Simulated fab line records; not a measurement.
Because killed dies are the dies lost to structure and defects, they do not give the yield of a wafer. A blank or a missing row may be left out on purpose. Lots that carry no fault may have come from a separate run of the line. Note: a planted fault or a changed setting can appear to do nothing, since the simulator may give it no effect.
What tool caused it? ; flow gf180mcu ; Sampling: 13 lots, 39 wafers, 4 of 602 route steps

== WHAT EACH GAUGE READ, for each wafer ==
GF_DUAL_GATE_THK_MEAS_03. Usual: DUAL_GATE_OXIDATION_00_THK gives 10.98 nm (standard deviation 0.28).
lot;measured;on;DUAL_GATE_OXIDATION_00_THK (nm);flag
L122;day 8 04:23;film metro-02;10.95 10.92 10.93;
L123;day 8 06:06;film metro-03;10.80 11.02 10.80;
L124;day 8 07:33;film metro-02;10.82 10.64 10.91;
L125;day 9 02:59;film metro-02;10.89 10.87 10.97;
L127;day 9 11:35;film metro-01;10.91 10.85 10.97;
L128;day 9 21:22;film metro-02;11.11 11.44 11.43;
L129;day 10 08:41;film metro-01;11.09 11.22 11.37;
L130;day 10 14:12;film metro-03;11.12 11.11 11.09;
L131;day 10 20:22;film metro-03;11.08 11.01 11.11;
L133;day 11 02:44;film metro-02;11.50 11.47 11.53;
L135;day 12 00:26;film metro-01;11.13 10.82 10.98;
L138;day 12 11:59;film metro-03;10.59 10.75 10.55;
L143;day 13 17:41;film metro-03;11.15 11.37 11.44;

GF_HV_LDD_CD_MEAS_31: target cd 400 nm. Usual: cd nm at 399.7 nm, with a standard deviation of 2.4.
lot;measured;on;cd nm (nm);flag
L122;day 11 23:40;cd sem-01;399.1 400.5 396.3;
L123;day 12 05:07;cd sem-01;401.0 398.2 400.7;
L124;day 12 05:44;cd sem-02;400.0 400.8 401.2;
L125;day 13 06:07;cd sem-02;397.2 397.2 396.9;
L127;day 13 20:30;cd sem-01;398.4 399.8 400.7;
L128;day 14 09:10;cd sem-01;396.3 398.2 398.0;
L129;day 14 16:22;cd sem-02;398.4 398.0 396.8;
L130;day 14 21:32;cd sem-02;398.3 400.1 400.9;
L131;day 15 04:47;cd sem-02;400.1 402.7 399.7;
L133;day 15 19:13;cd sem-02;399.6 397.9 400.8;
L135;day 16 14:06;cd sem-01;404.8 402.3 401.2;
L138;day 17 03:20;cd sem-02;397.5 399.5 399.8;
L143;day 18 14:24;cd sem-02;399.4 399.8 399.3;

== WHAT TOOL EACH LOT RAN ON (gives the tool, then ch and the chambers of the sampled wafers, and finally the start) ==
lot;GF_STI_ETCH_13;GF_NWELL_EXPOSE_04
L122;rie diel-02 ch 1,2,3, day 2 08:02;iline stepper-02 ch 0, day 3 10:53
L123;rie diel-02 ch 0,1,2, day 2 14:26;iline stepper-02 ch 0, day 3 12:10
L124;rie diel-03 ch 0,2,3, day 2 16:23;iline stepper-02 ch 0, day 3 14:58
L125;rie diel-03 ch 0,1,3, day 2 23:58;iline stepper-01 ch 0, day 4 05:16
L127;rie diel-03 ch 1,2, day 3 07:47;iline stepper-01 ch 0, day 4 12:49
L128;rie diel-02 ch 0,2,3, day 3 12:56;iline stepper-01 ch 0, day 4 18:37
L129;rie diel-02 ch 0,1,3, day 3 18:07;iline stepper-01 ch 0, day 5 02:34
L130;rie diel-03 ch 0,1,3, day 3 23:04;iline stepper-01 ch 0, day 5 07:01
L131;rie diel-03 ch 0,2, day 4 04:19;iline stepper-01 ch 0, day 5 11:10
L133;rie diel-03 ch 1,2, day 4 16:44;iline stepper-01 ch 0, day 5 20:15
L135;rie diel-01 ch 0,2, day 5 04:35;iline stepper-01 ch 0, day 6 10:03
L138;rie diel-02 ch 0,2,3, day 5 19:01;iline stepper-02 ch 0, day 6 23:38
L143;rie diel-02 ch 0,1,2, day 6 19:47;iline stepper-01 ch 0, day 8 00:53
- GF_STI_ETCH_13: etches the open film in CHF3/O2, stops on Si, target depth 282.31 nm, time 112.9 s.
- GF_NWELL_EXPOSE_04: exposes mask Nwell, target cd 860 nm.

== AS READ BY THE TOOLS THEMSELVES (means over the sampled wafers that have a number; for cases with no such wafer, the mark the record gives instead) ==
GF_STI_ETCH_13. Usual: drypump motor current A 5.9 A, standard deviation 0.36; oes product au 0.833 a.u., standard deviation 0.0059; throttle valve pct 8.812 %, standard deviation 0.0089.
lot;tool;drypump motor current A (A);oes product au (a.u.);throttle valve pct (%);flag
L122;rie diel-02;6.0;0.837;8.802;
L123;rie diel-02;5.8;0.827;8.815;
L124;rie diel-03;5.9;0.828;8.812;
L125;rie diel-03;5.7;0.832;8.812;
L127;rie diel-03;6.3;0.829;8.809;
L128;rie diel-02;5.8;0.828;8.815;
L129;rie diel-02;6.1;0.822;8.805;
L130;rie diel-03;5.8;0.833;8.811;
L131;rie diel-03;5.9;0.841;8.809;
L133;rie diel-03;6.1;0.832;8.807;
L135;rie diel-01;5.5;0.834;8.827;
L138;rie diel-02;5.8;0.835;8.808;
L143;rie diel-02;5.8;0.837;8.808;

== THE ANSWER, worked out from the rows above alone ==
Rule: a lot counts as off when the mean over its wafers that have a number is more than 3 standard deviations away from the usual mean. A lot without any number at a reading at which 4 lots or more have one is off too. All remaining lots with rows at the step are treated as sound. After the gauges, taken in route order, come the tools' own readings; for these a lot's mean is taken, as printed above. The first step at which some lot is off is used, and at that step the reading that is off furthest; a lot without a number counts as furthest.
No lot is off on any of the readings shown, so nothing can be concluded from this.

== WHAT THE SIMULATOR PUT IN ==
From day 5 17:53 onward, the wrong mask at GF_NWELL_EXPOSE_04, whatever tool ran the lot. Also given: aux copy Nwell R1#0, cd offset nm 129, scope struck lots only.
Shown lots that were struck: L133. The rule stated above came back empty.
